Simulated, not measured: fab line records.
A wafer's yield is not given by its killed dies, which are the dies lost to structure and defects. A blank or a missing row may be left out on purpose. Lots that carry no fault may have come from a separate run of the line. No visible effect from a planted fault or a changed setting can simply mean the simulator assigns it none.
Struck lot and sound lot, side by side + flow gf180mcu + 15 steps out of a route of 602
Sound: wafers L499.3, L499.4, L499.5. Struck: wafers L503.1, L503.2, L503.5. The cause is given at the end.
For every step that has rows: the tool of each side, followed by ch and its chambers, followed by its first start. Under that, the readings that differ: sound wafers + struck wafers + difference of the means + sigmas: that difference in standard deviations of wafers without a fault.
alike: readings with means less than 2 such deviations apart, plus words and numbers identical on both sides. not compared: withheld readings, readings lacking a value on some wafer, bounds such as >300 that could conceal the same value, and numbers that have no deviation in the record and whose values overlap.
A row with sigmas, a row that says differs or no value, or rows on one side alone: a step with any of these is where the two part. Numbers that have no deviation but don't overlap get no sigmas and don't part them. Lack of a reading on every wafer of one side parts them only where that side has two or more wafers.

first, 5 steps without rows for these wafers: GF_CONTACT_CLEAN_20 (cleans in DIW); GF_CONTACT_CLEAN_21 (cleans in dHF, time 20 s); GF_CONTACT_SPUTTER_22 (material Ti, target thk 15 nm, time 80.02 s); GF_CONTACT_SPUTTER_23 (material TiN, target thk 10 nm, time 40 s); GF_CONTACT_CVD_24 (deposits W, target thk 300 nm, time 90.339 s).
GF_CONTACT_RS_MEAS_25: a four-point-probe measurement.
  sound: film_metro-04 at day 16 10:14; struck: film_metro-01 at day 18 00:41
  alike: CONTACT_W_RS
GF_CONTACT_THK_MEAS_26: measures by xrf.
  sound: film_metro-04 at day 16 10:20; struck: film_metro-01 at day 18 00:49
  alike: CONTACT_W_THK
GF_CONTACT_CMP_27: polishes, stops on SiO2, t overpolish 15 s, target thk 0 nm.
  sound on cmp-01 ch 0,3, day 16 10:22; struck on cmp-02 ch 1,2, day 18 00:52
  alike: motor_current_A, overpolish_run_s, platen_rpm, time_to_endpoint_s
GF_M1_SPUTTER_00: material Ti, target thk 37.5 nm, time 150 s.
  sound: pvd_sputter-01 at day 16 10:40; struck: pvd_sputter-04 at day 18 01:10
  alike: cathode_dc_power_W, chamber_pressure_pa, throttle_valve_pct
GF_M1_SPUTTER_01: material TiN, target thk 30 nm, time 25 s.
  sound: pvd_sputter-01 at day 16 10:46; struck: pvd_sputter-04 at day 18 01:16
  alike: cathode_dc_power_W, chamber_pressure_pa, throttle_valve_pct
GF_M1_SPUTTER_02: material AlCu, target thk 450 nm, time 23.9 s.
  sound: pvd_sputter-01 at day 16 10:48; struck: pvd_sputter-04 at day 18 01:18
  alike: cathode_dc_power_W, chamber_pressure_pa, throttle_valve_pct
GF_M1_SPUTTER_03: material Ti, target thk 10 nm, time 6.7 s.
  sound: pvd_sputter-01 at day 16 10:50; struck: pvd_sputter-04 at day 18 01:20
  alike: cathode_dc_power_W, chamber_pressure_pa, throttle_valve_pct
GF_M1_SPUTTER_04: material TiN, target thk 50 nm, time 41.7 s.
  sound: pvd_sputter-01 at day 16 10:51; struck: pvd_sputter-04 at day 18 01:22
  no value came back on the struck wafers for cathode_dc_power_W (W), chamber_pressure_pa (Pa), throttle_valve_pct (%); on the sound wafers cathode_dc_power_W (W) reads 6499.3 6499.5 6498.5
GF_M1_THK_MEAS_06: measures by xrf.
  sound: film_metro-04 at day 16 11:02; struck: film_metro-01 at day 18 01:31
| reading          | sound       | struck      | difference | sigmas |
|------------------|-------------|-------------|------------|--------|
| M1_ALCU_THK (nm) | 464 461 460 | 515 506 508 | +48        | +8     |
then, 1 step without rows for these wafers: GF_M1_DEHYDRATE_07 (time 60 s).

WHERE THEY PART
At GF_M1_SPUTTER_04 first; at GF_M1_THK_MEAS_06 last (within this record only).

WHY: the cause the simulator had injected
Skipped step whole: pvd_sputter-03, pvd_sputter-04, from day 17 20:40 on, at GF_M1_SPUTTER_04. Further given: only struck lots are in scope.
